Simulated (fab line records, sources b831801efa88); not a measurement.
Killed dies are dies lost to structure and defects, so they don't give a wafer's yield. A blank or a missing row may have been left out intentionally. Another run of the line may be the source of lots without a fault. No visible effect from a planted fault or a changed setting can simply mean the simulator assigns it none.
fab line records	flow sky130
[record] lots = 7	wafers = 21	lastDay = 49
route steps=708 shown VIA2@512 PAD_OPEN@708
lots with no fault: from the same line, run without faults
startH: hours from the record's first day to the start of the lot's first wafer shown	waitH: hours since the lot's step before	" as in the row above	L1.1+2: several wafers, shown together as one row	- no value, or no start given	* or withheld: withheld	< > ~ a bound
route shown NAME@n: names a module that has steps shown in the file, with the first one's number in the route	usual: average and standard deviation across the fault-free wafers	same: alike in all rows	chamber/n: place in a boat	sites: per-site readings	_std_site: standard deviation across them	_edge_site: inner sites' mean taken away from outer sites' mean	radiusMm: how far each site lies from the wafer's centre	mask NAME#n: copy n	behind: the last tool/chamber to shape the wafer	hold: the reason the lot was held/the length of the hold in hours/how it ended	device: the n, p or np transistor that did not switch	end of line: the tests these same wafers got at the end of their route	where a step has no rows: the recipe by itself	killed: the dies lost at the first sort to structure and to defects; this is not the yield of the wafer	map: dies across one wafer; x = killed, . = not, _ = none there
set.NAME: the run value of the setting; set.NAME@STEP: its run value at that earlier step	model.NAME: the simulator's own value behind a step, which no gauge read
lots at selected steps of the route; one table per step, one row per wafer
services: a tool's chamber out of use, with start hour (startH, from the record's first day; less than 0 if before it), hours out, and reason
[[steps]]
[step SKY_VIA2_HMDS_05]
[recipe] primeTimeS = 60	primeTempC = 120
[step SKY_VIA2_COAT_06]
[recipe] resist = BARC	tempC = withheld	timeS = withheld	spinRpm = 3000	resistThkNm = 60
[step SKY_VIA2_COAT_07]
[recipe] resist = KrF-thick	spinRpm = 3000	resistThkNm = 450
[step SKY_VIA2_SOFTBAKE_08]
[recipe] tempC = 100	timeS = 90	resist = KrF-thick
[step SKY_VIA2_EXPOSE_09]
[recipe] maskId = VIM2	na = 0.8	sourceShape = annular	sigmaInner = 0.55	sigmaOuter = 0.85	targetCdNm = 200	doseMj = 38
[step SKY_VIA2_PEB_10]
[recipe] pebTempC = withheld	pebTimeS = withheld	resist = KrF-thick
[step SKY_VIA2_DEVELOP_11]
[recipe] developTimeS = 60	resist = KrF-thick	devTempC = 21
[step SKY_VIA2_CD_MEAS_12]
[recipe] targetCdNm = 200
[usual] cdNm = 199.8/1.5
lot.wafer	tool	chamber	startH	waitH	cdNm
L382.3	cdSem-02	-	873.91	-	198.6
L382.5	"	-	"	"	197.5
L382.6	"	-	"	"	197.7
L385.2	cdSem-01	-	902.34	-	198.4
L385.5	"	-	"	"	197.6
L385.6	"	-	"	"	196.5
L390.1	cdSem-02	-	947.75	-	200.0
L390.3	"	-	"	"	200.4
L390.5	"	-	"	"	201.0
L393.1	cdSem-01	-	962.54	-	197.6
L393.3	"	-	"	"	198.9
L393.6	"	-	"	"	197.6
L394.2	cdSem-02	-	965.42	-	201.1
L394.4	"	-	"	"	199.5
L394.5	"	-	"	"	199.8
L395.4	cdSem-02	-	974.78	-	202.0
L395.5	"	-	"	"	200.5
L395.6	"	-	"	"	200.4
L396.1	cdSem-01	-	974.99	-	200.2
L396.3	"	-	"	"	200.2
L396.5	"	-	"	"	201.1
[step SKY_VIA2_OVL_MEAS_13]
[usual] VIA2_OVL = 5/6.5
lot.wafer	tool	chamber	startH	waitH	VIA2_OVL[nm]
L382.3	overlay-02	-	874.00	0.1	1
L382.5	"	-	"	"	1
L382.6	"	-	"	"	1
L385.2	overlay-01	-	902.45	0.1	8
L385.5	"	-	"	"	2
L385.6	"	-	"	"	3
L390.1	overlay-02	-	947.87	0.1	6
L390.3	"	-	"	"	13
L390.5	"	-	"	"	7
L393.1	overlay-01	-	962.66	0.1	-3
L393.3	"	-	"	"	5
L393.6	"	-	"	"	8
L394.2	overlay-02	-	965.53	0.1	11
L394.4	"	-	"	"	8
L394.5	"	-	"	"	6
L395.4	overlay-01	-	974.86	0.1	9
L395.5	"	-	"	"	7
L395.6	"	-	"	"	6
L396.1	overlay-02	-	975.11	0.1	12
L396.3	"	-	"	"	19
L396.5	"	-	"	"	14
[step SKY_VIA2_ETCH_14]
[recipe] chemistry = N2/H2	target = BARC	ionEnergyEv = 200	sourceW = 500	biasW = 100	pressureMtorr = 30	n2FlowSccm = 100	h2FlowSccm = 200	stopOn = SiO2	timeS = 45.9	targetDepthA = 600
[usual] chamberPressureMTorr = 29.996/0.029	drypumpMotorCurrentA = 5.7/0.48	oesProductAu = 0.855/0.0048	throttleValvePct = 13.225/0.0087
lot.wafer	tool	chamber	startH	waitH	chamberPressureMTorr	drypumpMotorCurrentA	oesProductAu	rfHoursCounterH	throttleValvePct
L382.3	rieDiel-04	3	874.03	0.0	29.993	5.6	0.865	7	13.224
L382.5	"	1	"	"	30.043	6.2	0.856	-	13.224
L382.6	"	0	"	"	30.008	5.3	0.855	-	13.209
L385.2	rieDiel-02	1	902.48	0.0	29.949	6.1	0.856	19	13.228
L385.5	"	2	"	"	30.010	5.1	0.850	-	13.222
L385.6	"	3	"	"	30.017	5.3	0.854	-	13.238
L390.1	rieDiel-04	3	947.91	0.0	30.030	5.6	0.855	10	13.243
L390.3	"	2	"	"	30.012	5.6	0.858	15	13.216
L390.5	"	3	"	"	30.004	5.5	0.862	-	13.220
L393.1	rieDiel-03	0	962.70	0.0	29.997	5.7	0.853	4	13.236
L393.3	"	1	"	"	29.984	6.6	0.857	22	13.227
L393.6	"	3	"	"	30.003	5.3	0.851	-	13.232
L394.2	rieDiel-03	0	965.56	0.0	29.990	5.7	0.856	4	13.234
L394.4	"	3	"	"	30.033	5.2	0.856	24	13.210
L394.5	"	3	"	"	30.027	5.2	0.856	-	13.231
L395.4	rieDiel-02	0	974.88	0.0	29.960	5.2	0.858	7	13.235
L395.5	"	1	"	"	30.040	6.1	0.850	-	13.227
L395.6	"	2	"	"	29.977	5.1	0.853	-	13.224
L396.1	rieDiel-04	3	975.15	0.0	30.007	5.6	0.862	11	13.236
L396.3	"	1	"	"	29.977	6.2	0.860	14	13.209
L396.5	"	2	"	"	30.000	5.6	0.843	-	13.232
[step SKY_VIA2_ETCH_15]
[recipe] target = SiO2	chemistry = C4F8/O2/Ar	targetDepthNm = 546	stopOn = TiN	maskMaterial = KrF-thick	sourceW = 1500	biasW = 1200	pressureMtorr = 40	c4f8FlowSccm = withheld	O2_flow_sccm = 6	Ar_flow_sccm = 300	timeS = 84
[usual] chamberPressureMTorr = 40.00/0.035	oesProductAu = 0.939/0.004
lot.wafer	tool	chamber	startH	waitH	chamberPressureMTorr	oesProductAu	rfHoursCounterH
L382.3	rieDiel-04	3	874.07	0.0	40.01	0.936	7
L382.5	"	1	"	"	40.00	0.935	-
L382.6	"	0	"	"	40.02	0.938	-
L385.2	rieDiel-02	1	902.52	0.0	40.04	0.940	19
L385.5	"	2	"	"	40.01	0.935	-
L385.6	"	3	"	"	40.03	0.940	-
L390.1	rieDiel-04	3	947.95	0.0	39.99	0.940	10
L390.3	"	2	"	"	40.01	0.936	15
L390.5	"	3	"	"	40.02	0.937	-
L393.1	rieDiel-03	0	962.74	0.0	40.04	0.945	4
L393.3	"	1	"	"	40.07	0.941	22
L393.6	"	3	"	"	40.00	0.937	-
L394.2	rieDiel-03	0	965.60	0.0	40.01	0.937	4
L394.4	"	3	"	"	40.00	0.940	24
L394.5	"	3	"	"	40.04	0.930	-
L395.4	rieDiel-02	0	974.92	0.0	40.02	0.938	7
L395.5	"	1	"	"	39.99	0.936	-
L395.6	"	2	"	"	39.99	0.938	-
L396.1	rieDiel-04	3	975.19	0.0	40.03	0.939	11
L396.3	"	1	"	"	39.97	0.942	14
L396.5	"	2	"	"	40.02	0.943	-
[step SKY_VIA2_STRIP_16]
[recipe] chemistry = O2/N2	powerW = 1400	pressureMtorr = 1500	platenTempC = withheld	o2FlowSccm = 3000	n2FlowSccm = 300	overashFraction = 0.5
[usual] chamberPressureMTorr = 1499.9/1.3	drypumpMotorCurrentA = 5.6/0.49	oesProductAu = 0.399/0.0049	stripTimeToEndpointS = 4.05/0.044
lot.wafer	tool	chamber	startH	waitH	chamberPressureMTorr	drypumpMotorCurrentA	oesProductAu	rfHoursCounterH	stripTimeToEndpointS
L382.3	plasmaAsher-02	0	874.16	0.1	1501.3	5.1	0.399	-	4.03
L382.5	"	0	"	"	1498.5	5.1	0.401	-	3.96
L382.6	"	1	"	"	1500.3	6.1	0.411	-	4.12
L385.2	plasmaAsher-02	0	902.58	0.0	1500.7	5.1	0.397	15	4.11
L385.5	"	1	"	"	1500.2	6.2	0.397	-	3.99
L385.6	"	0	"	"	1499.8	5.1	0.404	-	4.09
L390.1	plasmaAsher-04	1	948.01	0.0	1502.6	4.9	0.401	115	4.03
L390.3	"	0	"	"	1501.1	6.1	0.395	-	3.99
L390.5	"	1	"	"	1500.2	4.9	0.395	-	4.04
L393.1	plasmaAsher-02	0	962.80	0.0	1501.5	5.1	0.401	21	4.08
L393.3	"	1	"	"	1497.6	6.2	0.394	-	4.08
L393.6	"	0	"	"	1499.9	5.1	0.388	-	4.07
L394.2	plasmaAsher-02	1	965.66	0.0	1499.7	6.2	0.392	21	4.10
L394.4	"	0	"	"	1498.5	5.1	0.397	-	4.09
L394.5	"	1	"	"	1499.8	6.2	0.397	-	4.12
L395.4	plasmaAsher-04	1	975.01	0.1	1502.3	4.9	0.404	-	4.11
L395.5	"	1	"	"	1501.2	4.9	0.398	-	4.12
L395.6	"	0	"	"	1499.3	6.1	0.398	-	4.03
L396.1	plasmaAsher-02	0	975.25	0.0	1500.6	5.1	0.407	22	4.06
L396.3	"	1	"	"	1501.5	6.1	0.393	-	3.98
L396.5	"	1	"	"	1499.6	6.2	0.392	-	4.05
[step SKY_VIA2_STRIP_17]
[recipe] chemistry = postEtchResidueRemover	timeS = 1200	tempC = 72.5
[usual] bathGuardTempC = 72.2/0.38	bathHeatDutyPct = 14.8/1.2
lot.wafer	tool	chamber	startH	waitH	bathGuardTempC	bathHeatDutyPct
L382.3	wetBench-02	2	874.23	0.0	72.0	14.2
L382.5	"	2	"	"	72.2	14.6
L382.6	"	2	"	"	72.1	14.8
L385.2	wetBench-02	1	902.68	0.1	71.8	16.2
L385.5	"	1	"	"	71.7	16.5
L385.6	"	1	"	"	71.8	16.0
L390.1	wetBench-02	2	948.11	0.1	72.0	14.2
L390.3	"	2	"	"	72.2	14.4
L390.5	"	2	"	"	72.2	15.4
L393.1	wetBench-04	1	962.90	0.1	72.6	16.8
L393.3	"	1	"	"	72.2	14.7
L393.6	"	1	"	"	72.4	16.7
L394.2	wetBench-01	1	965.76	0.1	-	-
L394.4	"	1	"	"	-	-
L394.5	"	1	"	"	-	-
L395.4	wetBench-01	2	975.08	0.0	-	-
L395.5	"	2	"	"	-	-
L395.6	"	2	"	"	-	-
L396.1	wetBench-02	2	975.35	0.1	-	-
L396.3	"	2	"	"	-	-
L396.5	"	2	"	"	-	-
[step SKY_VIA2_CLEAN_18]
[recipe] chemistry = IPA	timeS = 180	tempC = 25
[step SKY_PAD_OPEN_PROBE_99]
lot.wafer	tool	chamber	startH	waitH	model.etest.via2Chain.rcOhm
L382.3	prober-01	-	1100.14	0.2	9.362
L382.5	prober-01	-	1100.24	0.2	9.532
L382.6	prober-01	-	1100.29	0.2	9.991
L385.2	prober-01	-	1123.69	0.1	9.866
L385.5	prober-01	-	1123.84	0.2	9.547
L385.6	prober-01	-	1123.89	0.2	10.15
L390.1	prober-02	-	1156.81	0.1	9.512
L390.3	prober-02	-	1156.91	0.2	9.601
L390.5	prober-02	-	1157.01	0.2	9.473
L393.1	prober-01	-	1167.22	0.1	10.12
L393.3	prober-01	-	1167.32	0.2	10.01
L393.6	prober-01	-	1167.47	0.2	10.25
L394.2+4+5	prober-02	-	1170.02	0.1	12.31
L395.4	prober-01	-	1179.30	0.2	12.32
L395.5	prober-01	-	1179.35	0.2	11.38
L395.6	prober-01	-	1179.40	0.2	11.15
L396.1	prober-01	-	1180.30	0.1	12.38
L396.3	prober-01	-	1180.40	0.2	11.75
L396.5	prober-01	-	1180.50	0.2	11.94
// killed by level:class
L382.3 FIELD_ISO:geometricParticle:open=7 LI_CONTACT:geometricParticle:open=7 VIA1:geometricParticle:open=7 VIA3:geometricParticle:open=7 CONTACT:geometricParticle:open=6 VIA1:geometricParticle:short=5 METAL4:geometricParticle:short=5 CONTACT:geometricParticle:short=4
L382.5 VIA1:geometricParticle:open=10 LOCAL_INTERCONNECT:geometricParticle:short=8 LI_CONTACT:geometricParticle:open=7 CONTACT:geometricParticle:open=7 FIELD_ISO:geometricParticle:open=6 VIA2:geometricParticle:short=6 VIA2:geometricParticle:open=6 POLY_GATE:geometricParticle:open=5
L382.6 POLY_GATE:geometricParticle:open=11 METAL2:geometricParticle:short=10 CONTACT:geometricParticle:open=9 VIA3:geometricParticle:open=6 VIA1:geometricParticle:open=5 VIA2:geometricParticle:open=5 METAL3:geometricParticle:short=5 FIELD_ISO:geometricParticle:open=4
L385.2 LI_CONTACT:geometricParticle:open=6 METAL1:geometricParticle:short=6 VIA1:geometricParticle:open=6 POLY_GATE:geometricParticle:open=5 VIA3:geometricParticle:short=5 VIA3:geometricParticle:open=5 POLY_GATE:geometricParticle:short=4 LI_CONTACT:geometricParticle:short=4
L385.5 VIA1:geometricParticle:open=10 CONTACT:geometricParticle:open=10 LI_CONTACT:geometricParticle:open=9 METAL1:geometricParticle:short=8 VIA1:geometricParticle:short=6 METAL2:geometricParticle:short=6 CONTACT:geometricParticle:short=5 POLY_GATE:geometricParticle:open=4
L385.6 CONTACT:geometricParticle:open=11 VIA1:geometricParticle:open=11 LI_CONTACT:geometricParticle:open=8 VIA2:geometricParticle:open=8 VIA3:geometricParticle:open=7 METAL2:geometricParticle:short=6 FIELD_ISO:geometricParticle:short=5 CONTACT:geometricParticle:short=5
L390.1 CONTACT:geometricParticle:open=11 LI_CONTACT:geometricParticle:open=7 METAL1:geometricParticle:short=7 VIA1:geometricParticle:open=7 METAL2:geometricParticle:short=7 FIELD_ISO:geometricParticle:open=6 CONTACT:geometricParticle:short=6 POLY_GATE:geometricParticle:open=5
L390.3 VIA1:geometricParticle:open=11 CONTACT:geometricParticle:open=9 FIELD_ISO:geometricParticle:open=6 VIA2:geometricParticle:open=6 LI_CONTACT:geometricParticle:open=6 FIELD_ISO:geometricParticle:short=4 LOCAL_INTERCONNECT:geometricParticle:short=4 CONTACT:geometricParticle:short=4
L390.5 CONTACT:geometricParticle:open=10 LI_CONTACT:geometricParticle:open=9 FIELD_ISO:geometricParticle:short=8 VIA1:geometricParticle:open=8 POLY_GATE:geometricParticle:short=6 METAL2:geometricParticle:short=6 VIA2:geometricParticle:open=5 VIA2:geometricParticle:short=5
L393.1 CONTACT:geometricParticle:open=10 VIA1:geometricParticle:open=9 VIA2:geometricParticle:open=6 VIA1:geometricParticle:short=4 LI_CONTACT:geometricParticle:open=4 LOCAL_INTERCONNECT:geometricParticle:short=4 FIELD_ISO:geometricParticle:short=3 FIELD_ISO:geometricParticle:open=3
L393.3 VIA1:geometricParticle:short=8 VIA2:geometricParticle:open=8 VIA1:geometricParticle:open=7 METAL2:geometricParticle:short=7 SPACER:geometricParticle:open=6 METAL1:geometricParticle:short=6 POLY_GATE:geometricParticle:short=4 POLY_GATE:geometricParticle:open=4
L393.6 CONTACT:geometricParticle:open=13 METAL3:geometricParticle:short=8 VIA2:geometricParticle:open=7 VIA1:geometricParticle:short=6 POLY_GATE:geometricParticle:short=5 VIA1:geometricParticle:open=5 METAL2:geometricParticle:short=4 CONTACT:geometricParticle:short=4
[[services]]
tool	chamber	startH	hours	kind
rieDiel-03	0	851.20	11.3	repair
plasmaAsher-04	-	860.16	3.2	repair
wetBench-01	-	878.39	1.9	pm
rieDiel-03	-	884.56	0.2	repair
wetBench-04	-	895.84	36.9	pm
wetBench-02	-	907.28	8.0	repair
rieDiel-03	0	912.96	3.5	repair
plasmaAsher-02	-	913.74	4.6	repair
rieDiel-04	2	927.78	2.6	repair
rieDiel-04	-	936.95	0.4	repair
[[key]]
[firstSign] step = SKY_VIA2_STRIP_17	reading = toolRecord	direction = missing
effect none on later readings
[modelEffect] step = SKY_PAD_OPEN_PROBE_99	value = etest.via2Chain.rcOhm	without = 9.705	struck = 11.98
metAt SKY_VIA2_STRIP_17
struckWafers L394.2,L394.4,L394.5,L395.4,L395.5,L395.6,L396.1,L396.3,L396.5
sortLeftOut L394.2,L394.4,L394.5,L395.4,L395.5,L395.6,L396.1,L396.3,L396.5
onsetBetween 948.11 965.76
[fault] kind = skippedStepWhole	tool = wetBench-01,wetBench-02	chamber = -	onsetH = 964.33	steps = SKY_VIA2_STRIP_17	scope = struckLotsOnly
// sortLeftOut: the simulated sort isn't trusted on such a fault, so these wafers' sort isn't shown, and their yield isn't known
